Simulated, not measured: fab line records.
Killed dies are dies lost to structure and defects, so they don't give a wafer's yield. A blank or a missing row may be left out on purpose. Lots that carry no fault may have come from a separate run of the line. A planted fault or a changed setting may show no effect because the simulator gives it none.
Chamber matching	flow sky130	SKY_FIELD_ISO_ETCH_17 on rie si-01 has 4 sister chambers
The step etches Si in HBr/Cl2/O2, target depth 342 nm, time 97.7 s. 16 wafers are shown with their chamber, then 8 later ones without.

== EACH WAFER AND ITS CHAMBER ==
wafer	chamber	drypump motor current A (A)	oes product au (a.u.)	throttle valve pct (%)
L732.2	0	5.4	1.008	25.646
L732.3	1	5.0	1.012	25.646
L732.6	0	5.4	1.012	25.648
L735.2	2	5.8	0.996	25.652
L735.4	0	5.4	0.999	25.652
L735.5	3	6.1	1.002	25.652
L738.1	2	5.8	1.002	25.643
L738.3	3	6.1	1.005	25.655
L738.6	1	5.0	1.002	25.638
L743.2	0	5.4	1.000	25.667
L743.4	2	5.8	0.998	25.666
L743.6	3	6.1	1.003	25.659
L749.3	2	5.7	0.998	25.642
L749.4	3	6.1	1.020	25.658
L749.6	1	5.0	1.007	25.654
L751.1	3	6.1	1.001	25.658

SIGNATURES (means of the wafers above)
reading	chamber 0	chamber 1	chamber 2	chamber 3	scatter within a chamber
drypump motor current A	5.400	5.000	5.775	6.100	0.025
oes product au	1.00475	1.00700	0.99850	1.00620	0.00602
throttle valve pct	25.65325	25.64600	25.65075	25.65640	0.00818
Rule: a wafer's distance from a chamber is the root of the sum, over the readings, of the square of ((its reading less the chamber's mean) divided by the reading's scatter). If the next closest chamber is less than 2 further off than the closest, the wafer can't be placed; otherwise it belongs to the closest. The scatter: the root of (the sum of the squares of (reading less its chamber's mean) over the shown wafers, divided by (wafers less chambers)).

== WAFERS WITHOUT THEIR CHAMBER ==
wafer	drypump motor current A (A)	oes product au (a.u.)	throttle valve pct (%)
L751.2	5.0	1.005	25.648
L751.3	5.4	1.005	25.630
L753.1	5.8	1.006	25.663
L753.3	6.1	1.011	25.656
L753.4	5.0	1.010	25.645
L754.1	5.4	1.011	25.646
L754.2	5.8	0.999	25.654
L754.4	4.9	1.001	25.643

== CHAMBER TAKEN BY EACH ==
wafer	from the rows above	in truth
L751.2	1	1
L751.3	0	0
L753.1	2	2
L753.3	3	3
L753.4	1	1
L754.1	0	0
L754.2	2	2
L754.4	1	1
Placed correctly: 8 of 8. Not placeable from these rows: 0. Number placed wrongly: 0.
